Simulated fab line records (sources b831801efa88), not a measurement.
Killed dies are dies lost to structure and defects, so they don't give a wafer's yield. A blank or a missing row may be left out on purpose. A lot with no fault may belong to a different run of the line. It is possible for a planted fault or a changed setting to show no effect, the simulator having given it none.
What tool caused it?	flow sky130	72 wafers from 24 lots sampled at 5 of the route's 708 steps

## WHAT EACH GAUGE READ, for each wafer
SKY_METAL2_OVL_MEAS_16.
lot	measured	on	METAL2_OVL (nm)
L074	day 35 04:33	overlay-01	2 0 6
L075	day 36 01:30	overlay-02	0 -3 -1
L076	day 36 05:21	overlay-01	-7 7 8
L077	day 36 20:45	overlay-01	-11 -2 -14
L079	day 36 23:54	overlay-02	-4 -3 -7
L078	day 37 04:36	overlay-01	-6 -1 -2
L080	day 37 15:16	overlay-02	2 -4 -1
L081	day 38 01:03	overlay-01	-4 0 0
L082	day 38 03:06	overlay-02	11 -3 7
L083	day 38 17:07	overlay-01	-8 3 -2
L085	day 39 01:42	overlay-01	3 10 6
L084	day 39 03:31	overlay-01	3 8 11
L086	day 39 07:36	overlay-01	-2 0 4
L087	day 40 04:27	overlay-01	3 -11 -5
L088	day 40 12:58	overlay-01	2 1 7
L089	day 41 00:26	overlay-01	-2 -7 3
L090	day 41 05:07	overlay-01	4 -4 -6
L091	day 41 19:12	overlay-01	-4 -6 -1
L092	day 42 00:06	overlay-01	-6 -7 -1
L093	day 42 05:54	overlay-01	8 -1 10
L094	day 42 08:13	overlay-02	1 -1 -3
L096	day 42 11:54	overlay-01	11 3 3
L095	day 42 14:31	overlay-01	-10 -8 -6
L097	day 42 17:39	overlay-01	-4 2 -9

SKY_VIA2_THK_MEAS_23: measures by xrf.
lot	measured	on	VIA2_W_THK (nm)
L074	day 36 10:06	film metro-01	418 411 411
L075	day 37 06:34	film metro-03	400 401 406
L076	day 37 10:16	film metro-01	406 414 405
L077	day 38 01:29	film metro-02	408 406 410
L079	day 38 04:31	film metro-03	397 389 397
L078	day 38 08:55	film metro-03	403 396 405
L080	day 38 18:53	film metro-02	410 410 411
L081	day 39 04:59	film metro-01	401 408 405
L082	day 39 06:46	film metro-02	407 407 406
L083	day 39 20:55	film metro-03	398 401 406
L085	day 40 05:40	film metro-01	410 424 419
L084	day 40 07:29	film metro-02	406 413 403
L086	day 40 11:06	film metro-03	404 406 403
L087	day 41 08:23	film metro-03	395 399 400
L088	day 41 15:49	film metro-01	409 418 409
L089	day 42 03:29	film metro-03	405 405 404
L090	day 42 08:10	film metro-02	411 415 420
L091	day 42 21:30	film metro-02	408 422 406
L092	day 43 02:17	film metro-03	404 407 406
L093	day 43 08:12	film metro-01	398 406 398
L094	day 43 10:34	film metro-02	417 418 419
L096	day 43 14:13	film metro-03	404 405 405
L095	day 43 16:56	film metro-01	403 408 403
L097	day 43 19:05	film metro-01	399 401 406

SKY_CAPM_OVL_MEAS_12.
lot	measured	on	CAPM_OVL (nm)
L074	day 37 12:26	overlay-02	0.2 1.3 -0.4
L075	day 38 09:53	overlay-02	1.1 0.7 -0.7
L076	day 38 11:56	overlay-01	0.4 0.7 0.5
L077	day 39 03:19	overlay-02	-2.5 -1.6 -3.5
L079	day 39 06:38	overlay-02	0.5 -1.2 0.6
L078	day 39 11:38	overlay-02	2.2 -0.6 0.4
L080	day 39 20:20	overlay-02	-0.2 0.3 0.3
L081	day 40 06:50	overlay-01	0.9 -0.8 1.4
L082	day 40 08:23	overlay-01	-0.3 1.6 0.9
L083	day 40 22:22	overlay-01	1.4 1.9 -0.2
L085	day 41 06:42	overlay-02	0.1 1.1 1.0
L084	day 41 08:41	overlay-01	1.3 0.2 1.6
L086	day 41 13:26	overlay-01	-0.4 -0.3 -1.9
L087	day 42 09:02	overlay-02	-3.3 -1.1 -1.9
L088	day 42 15:51	overlay-02	2.4 2.1 1.4
L089	day 43 03:11	overlay-01	-0.3 -0.5 0.2
L090	day 43 08:08	overlay-01	-1.2 1.4 0.3
L091	day 43 21:05	overlay-02	1.5 1.2 -0.2
L092	day 44 01:56	overlay-02	-0.5 1.1 0.5
L093	day 44 07:56	overlay-01	0.9 0.9 0.3
L094	day 44 09:53	overlay-01	2.1 0.1 1.1
L096	day 44 13:23	overlay-02	-0.6 0.2 0.9
L095	day 44 15:52	overlay-01	-2.9 -0.3 -1.7
L097	day 44 18:07	overlay-01	0.2 -0.3 1.2

SKY_VIA3_CD_MEAS_12: the cd target is 200 nm.
lot	measured	on	cd nm (nm)
L074	day 39 18:04	cd sem-02	200.9 200.5 200.5
L075	day 40 15:19	cd sem-01	202.2 201.8 202.0
L076	day 40 16:05	cd sem-01	199.1 199.5 199.7
L077	day 41 08:04	cd sem-01	197.7 199.1 198.9
L079	day 41 10:50	cd sem-02	203.5 203.0 203.5
L078	day 41 15:55	cd sem-01	201.8 199.4 200.9
L080	day 42 01:17	cd sem-02	202.1 202.9 202.1
L081	day 42 10:34	cd sem-01	198.5 199.7 200.2
L082	day 42 12:05	cd sem-01	203.7 201.2 202.2
L083	day 43 00:47	cd sem-01	200.6 199.5 200.6
L085	day 43 08:38	cd sem-01	202.5 201.8 201.1
L084	day 43 10:47	cd sem-02	200.0 200.3 199.4
L086	day 43 15:38	cd sem-02	197.4 197.8 198.0
L087	day 44 10:14	cd sem-01	197.7 198.5 199.1
L088	day 44 15:58	cd sem-01	199.9 198.3 198.4
L089	day 45 03:29	cd sem-01	200.6 201.1 201.9
L090	day 45 08:35	cd sem-02	201.7 201.1 201.2
L091	day 45 19:35	cd sem-01	197.3 197.1 197.3
L092	day 46 00:38	cd sem-02	197.2 199.2 200.0
L093	day 46 06:35	cd sem-02	200.8 201.2 202.2
L094	day 46 07:54	cd sem-01	199.9 199.8 201.6
L096	day 46 11:32	cd sem-01	199.8 201.2 200.6
L095	day 46 13:42	cd sem-01	200.3 200.5 200.3
L097	day 46 15:51	cd sem-01	198.4 199.6 200.5

## WHICH TOOL RAN EACH LOT (tool, then ch and the chambers of the sampled wafers, then the start)
lot	SKY_VIA2_ETCH_15
L074	rie diel-02 ch 0,1,3, day 36 09:08
L075	rie diel-03 ch 2,3, day 37 05:36
L076	rie diel-01 ch 1,2,3, day 37 09:17
L077	rie diel-02 ch 1,2,3, day 38 00:27
L079	rie diel-03 ch 0,1,3, day 38 03:32
L078	rie diel-01 ch 1,2,3, day 38 07:51
L080	rie diel-03 ch 0,3, day 38 17:30
L081	rie diel-02 ch 0,2, day 39 03:56
L082	rie diel-01 ch 1,2, day 39 05:46
L083	rie diel-03 ch 0,1, day 39 19:56
L085	rie diel-01 ch 0,1,3, day 40 04:42
L084	rie diel-02 ch 0,1,3, day 40 06:29
L086	rie diel-01 ch 1,2,3, day 40 10:07
L087	rie diel-02 ch 0,2,3, day 41 07:15
L088	rie diel-03 ch 0,3, day 41 14:50
L089	rie diel-02 ch 1,2,3, day 42 02:25
L090	rie diel-03 ch 0,3, day 42 07:08
L091	rie diel-02 ch 1,3, day 42 20:32
L092	rie diel-01 ch 0,2, day 43 01:19
L093	rie diel-03 ch 0,1,2, day 43 07:14
L094	rie diel-01 ch 0,1, day 43 09:35
L096	rie diel-02 ch 0,2,3, day 43 13:15
L095	rie diel-02 ch 1,2, day 43 15:56
L097	rie diel-03 ch 0,1,2, day 43 18:06
- SKY_VIA2_ETCH_15: etches SiO2 in C4F8/O2/Ar, stops on TiN, target depth 546 nm, time 84 s.

## WHAT THE TOOLS THEMSELVES READ (means of the sampled wafers that have a number; where no wafer has one, the mark that the record gives instead)
SKY_VIA2_ETCH_15.
lot	tool	chamber pressure mTorr (mTorr)	oes product au (a.u.)
L074	rie diel-02	39.99	0.941
L075	rie diel-03	40.02	0.943
L076	rie diel-01	40.00	0.935
L077	rie diel-02	39.98	0.937
L079	rie diel-03	40.01	0.941
L078	rie diel-01	40.02	0.941
L080	rie diel-03	40.00	0.944
L081	rie diel-02	40.00	0.937
L082	rie diel-01	40.03	0.942
L083	rie diel-03	40.00	0.940
L085	rie diel-01	39.99	0.943
L084	rie diel-02	40.01	0.940
L086	rie diel-01	39.99	0.938
L087	rie diel-02	40.01	0.939
L088	rie diel-03	39.98	0.942
L089	rie diel-02	40.01	0.939
L090	rie diel-03	40.01	0.940
L091	rie diel-02	40.00	0.943
L092	rie diel-01	40.03	0.944
L093	rie diel-03	40.01	0.942
L094	rie diel-01	40.01	0.939
L096	rie diel-02	39.96	0.938
L095	rie diel-02	40.00	0.942
L097	rie diel-03	40.00	0.934

## THE ANSWER, worked out from the rows above alone
Rule: what is usual is taken from the lots themselves. Put in order of their means at a reading, lots are off if they are a third of the lots or fewer, leave a main group of 4 or more, and stand apart from it by a gap of 3 or more times the standard deviation of the main group's means; of several such gaps the widest counts. If all means in a main group match to the digits the tables above print for the reading, that group is not used. A lot without any number at a reading at which 4 lots or more have one is off too. The other lots that the step has rows for count as sound. The gauges are gone through in route order, then the tools' own readings, and for those a lot's mean is taken as printed above. The first step at which some lot is off is used, and at that step the reading that is off furthest; a lot without a number counts as furthest.
Across all readings shown, no lot is off: no conclusion can be drawn from this.

## WHAT THE SIMULATOR PUT IN
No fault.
